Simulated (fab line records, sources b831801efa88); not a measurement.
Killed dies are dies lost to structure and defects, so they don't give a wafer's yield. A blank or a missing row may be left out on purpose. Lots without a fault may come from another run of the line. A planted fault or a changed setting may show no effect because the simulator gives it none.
Which tool did it? | flow sky130 | 14 lots, 42 wafers sampled, at 6 steps of a route of 708

WHAT THE GAUGES READ, wafer by wafer
SKY_SONOS_ONO_THK_MEAS_03.
lot  | measured     | on            | SONOS_ONO_CVD_02_THK (nm)
L706 | day 12 01:14 | film_metro-02 | 10.30 10.37 10.17
L707 | day 12 18:26 | film_metro-03 | 10.52 10.37 10.42
L708 | day 12 22:39 | film_metro-03 | 10.43 10.40 10.45
L709 | day 13 01:05 | film_metro-02 | 10.36 10.43 10.42
L711 | day 13 12:37 | film_metro-04 | 10.52 10.46 10.52
L710 | day 13 14:23 | film_metro-02 | 10.56 10.65 10.52
L712 | day 14 07:43 | film_metro-02 | 10.66 10.70 10.56
L715 | day 15 01:53 | film_metro-03 | 10.70 10.68 10.77
L716 | day 16 04:25 | film_metro-04 | 10.35 10.31 10.45
L717 | day 16 04:25 | film_metro-02 | 10.49 10.52 10.36
L719 | day 16 13:11 | film_metro-03 | 10.29 10.33 10.59
L718 | day 16 13:13 | film_metro-04 | 10.57 10.49 10.53
L728 | day 18 15:19 | film_metro-02 | 10.49 10.58 10.56
L729 | day 19 09:47 | film_metro-04 | 10.56 10.54 10.48

SKY_SONOS_ONO_CD_MEAS_13: target cd 410 nm.
lot  | measured     | on        | cd_nm (nm)
L706 | day 13 03:19 | cd_sem-01 | 413.4 410.8 411.7
L707 | day 13 21:10 | cd_sem-02 | 417.4 414.8 415.8
L708 | day 14 01:11 | cd_sem-01 | 409.1 410.4 410.9
L709 | day 14 03:40 | cd_sem-01 | 411.9 410.2 411.3
L711 | day 14 15:55 | cd_sem-02 | 408.3 408.4 406.9
L710 | day 14 18:09 | cd_sem-02 | 406.7 407.3 407.4
L712 | day 15 12:19 | cd_sem-01 | 409.1 410.3 408.7
L715 | day 16 07:06 | cd_sem-01 | 407.4 409.1 409.1
L716 | day 17 09:23 | cd_sem-02 | 408.7 409.0 410.6
L717 | day 17 09:42 | cd_sem-01 | 409.0 409.3 410.3
L719 | day 17 19:20 | cd_sem-02 | 409.5 410.5 410.7
L718 | day 17 19:04 | cd_sem-01 | 412.7 410.6 412.5
L728 | day 20 00:29 | cd_sem-01 | 407.1 405.2 407.1
L729 | day 20 17:53 | cd_sem-02 | 409.7 412.0 410.5

SKY_SD_N_CD_MEAS_07: target cd 380 nm.
lot  | measured     | on        | cd_nm (nm)
L706 | day 28 08:17 | cd_sem-01 | 379.3 379.7 379.3
L707 | day 29 00:34 | cd_sem-01 | 379.9 376.9 379.3
L708 | day 29 06:29 | cd_sem-01 | 380.2 379.7 380.8
L709 | day 29 13:14 | cd_sem-01 | 377.5 380.1 379.9
L711 | day 30 03:42 | cd_sem-01 | 380.3 381.4 380.9
L710 | day 30 03:24 | cd_sem-02 | 375.2 376.1 378.2
L712 | day 30 23:18 | cd_sem-01 | 379.1 384.7 381.3
L715 | day 31 13:13 | cd_sem-01 | 381.2 378.5 381.5
L716 | day 32 12:20 | cd_sem-01 | 379.0 380.2 378.9
L717 | day 32 13:52 | cd_sem-01 | 377.1 375.7 380.9
L719 | day 33 01:00 | cd_sem-02 | 381.4 379.8 381.9
L718 | day 32 22:57 | cd_sem-02 | 381.2 382.4 379.1
L728 | day 34 21:23 | cd_sem-01 | 455.7 383.7 455.7
L729 | day 35 16:25 | cd_sem-01 | 376.5 381.2 453.0

SKY_LI_CONTACT_BOW_MEAS_03.
lot  | measured     | on            | LI_CONTACT_BOW (um)
L706 | day 28 09:58 | film_metro-02 | 57 64 45
L707 | day 29 02:14 | film_metro-01 | 62 53 47
L708 | day 29 08:10 | film_metro-04 | 60 58 68
L709 | day 29 15:01 | film_metro-04 | 56 54 58
L711 | day 30 05:28 | film_metro-02 | 60 61 56
L710 | day 30 05:05 | film_metro-01 | 51 57 62
L712 | day 31 00:59 | film_metro-04 | 69 56 59
L715 | day 31 14:54 | film_metro-04 | 54 53 63
L716 | day 32 14:01 | film_metro-04 | 59 57 64
L717 | day 32 15:34 | film_metro-04 | 56 71 56
L719 | day 33 02:41 | film_metro-01 | 60 61 58
L718 | day 33 00:38 | film_metro-04 | 53 61 58
L728 | day 34 23:04 | film_metro-01 | 55 61 68
L729 | day 35 18:06 | film_metro-01 | 54 55 52

WHICH TOOL RAN EACH LOT (tool, then ch and the chambers of the sampled wafers, then the start)
lot  | SKY_SD_N_COAT_02                  | SKY_SD_N_STRIP_11
L706 | litho_track-04 ch 0, day 27 17:49 | plasma_asher-02 ch 0,1, day 28 08:44
L707 | litho_track-04 ch 0, day 28 10:01 | plasma_asher-03 ch 0,1, day 29 01:01
L708 | litho_track-04 ch 0, day 28 15:34 | plasma_asher-03 ch 1, day 29 06:56
L709 | litho_track-02 ch 0, day 28 23:05 | plasma_asher-03 ch 0,1, day 29 13:40
L711 | litho_track-04 ch 0, day 29 13:52 | plasma_asher-01 ch 0,1, day 30 04:10
L710 | litho_track-02 ch 0, day 29 13:32 | plasma_asher-03 ch 0,1, day 30 03:50
L712 | litho_track-03 ch 0, day 30 09:23 | plasma_asher-01 ch 0,1, day 30 23:45
L715 | litho_track-03 ch 0, day 30 23:05 | plasma_asher-03 ch 0,1, day 31 13:40
L716 | litho_track-04 ch 0, day 31 22:56 | plasma_asher-02 ch 0,1, day 32 12:46
L717 | litho_track-02 ch 0, day 31 23:52 | plasma_asher-03 ch 0,1, day 32 14:19
L719 | litho_track-02 ch 0, day 32 10:13 | plasma_asher-03 ch 0,1, day 33 01:28
L718 | litho_track-03 ch 0, day 32 08:44 | plasma_asher-03 ch 0,1, day 32 23:24
L728 | litho_track-04 ch 0, day 34 08:14 | plasma_asher-01 ch 0,1, day 34 21:49
L729 | litho_track-04 ch 0, day 35 03:22 | plasma_asher-01 ch 0, day 35 16:52
- SKY_SD_N_COAT_02: resist thk 1140 nm.
- SKY_SD_N_STRIP_11: strips in O2/N2.

WHAT THE TOOLS THEMSELVES READ (means of the sampled wafers that have a number; where no wafer has one, the mark that the record gives instead)
SKY_SD_N_COAT_02.
lot  | tool           | dispense_pressure_kPa (kPa) | exhaust_pa (Pa)
L706 | litho_track-04 | 47.1                        | 45.7
L707 | litho_track-04 | 47.1                        | 45.8
L708 | litho_track-04 | 47.1                        | 45.5
L709 | litho_track-02 | 53.2                        | 44.9
L711 | litho_track-04 | 47.1                        | 44.3
L710 | litho_track-02 | 53.2                        | 44.9
L712 | litho_track-03 | 48.7                        | 45.5
L715 | litho_track-03 | 48.6                        | 44.5
L716 | litho_track-04 | 47.2                        | 45.0
L717 | litho_track-02 | 53.2                        | 45.4
L719 | litho_track-02 | 53.2                        | 45.0
L718 | litho_track-03 | 48.7                        | 45.6
L728 | litho_track-04 | 47.1                        | 44.0
L729 | litho_track-04 | 47.2                        | 44.7

SKY_SD_N_STRIP_11.
lot  | tool            | drypump_motor_current_A (A) | oes_product_au (a.u.) | strip_time_to_endpoint_s (s)
L706 | plasma_asher-02 | 5.7                         | 0.530                 | 22.57
L707 | plasma_asher-03 | 5.3                         | 0.521                 | 22.49
L708 | plasma_asher-03 | 5.4                         | 0.527                 | 22.56
L709 | plasma_asher-03 | 5.4                         | 0.530                 | 22.60
L711 | plasma_asher-01 | 5.3                         | 0.526                 | 22.53
L710 | plasma_asher-03 | 5.4                         | 0.531                 | 22.60
L712 | plasma_asher-01 | 5.3                         | 0.529                 | 22.60
L715 | plasma_asher-03 | 5.4                         | 0.526                 | 22.58
L716 | plasma_asher-02 | 5.7                         | 0.528                 | 22.56
L717 | plasma_asher-03 | 5.3                         | 0.529                 | 22.60
L719 | plasma_asher-03 | 5.3                         | 0.527                 | 22.56
L718 | plasma_asher-03 | 5.3                         | 0.525                 | 22.56
L728 | plasma_asher-01 | 5.3                         | 0.473                 | 18.23
L729 | plasma_asher-01 | 5.3                         | 0.502                 | 20.36

THE ANSWER, worked out from the rows above alone
Rule: what is usual is taken from the lots themselves. Put in order of their means at a reading, lots are off if they are a third of the lots or fewer, leave a main group of 4 or more, and stand apart from it by a gap of 3 or more times the standard deviation of the main group's means; of several such gaps the widest counts. A main group whose means are all the same, to the digits that the tables above print for the reading, isn't used. A lot without any number at a reading at which 4 lots or more have one is off too. The other lots that the step has rows for count as sound. The gauges are gone through in route order, then the tools' own readings, and for those a lot's mean is taken as printed above. The first step at which some lot is off is used, and at that step the reading that is off furthest; a lot without a number counts as furthest.
Off: L728, L729, at SKY_SD_N_CD_MEAS_07 (cd_nm). The main group: mean 379.7 nm, standard deviation 1.4.
A tool fits if, at a process step before that reading, it ran every lot that is off, and no sound lot after the first of them. The gauges at SKY_SD_N_CD_MEAS_07 aren't tried: what is off there is off at SKY_SD_N_STRIP_11 too, on other tools, and a gauge's error can't cause that. One fits: litho_track-04 at SKY_SD_N_COAT_02. Its last sound lot is L716 (day 31 22:56), its first lot that is off L728 (day 34 08:14): a fault that began between those two fits.

WHAT THE SIMULATOR HAD PUT IN
Process parameter drift: litho_track-04, from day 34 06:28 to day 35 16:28, at SKY_SD_N_COAT_02. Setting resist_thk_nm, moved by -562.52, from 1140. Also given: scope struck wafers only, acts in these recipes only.
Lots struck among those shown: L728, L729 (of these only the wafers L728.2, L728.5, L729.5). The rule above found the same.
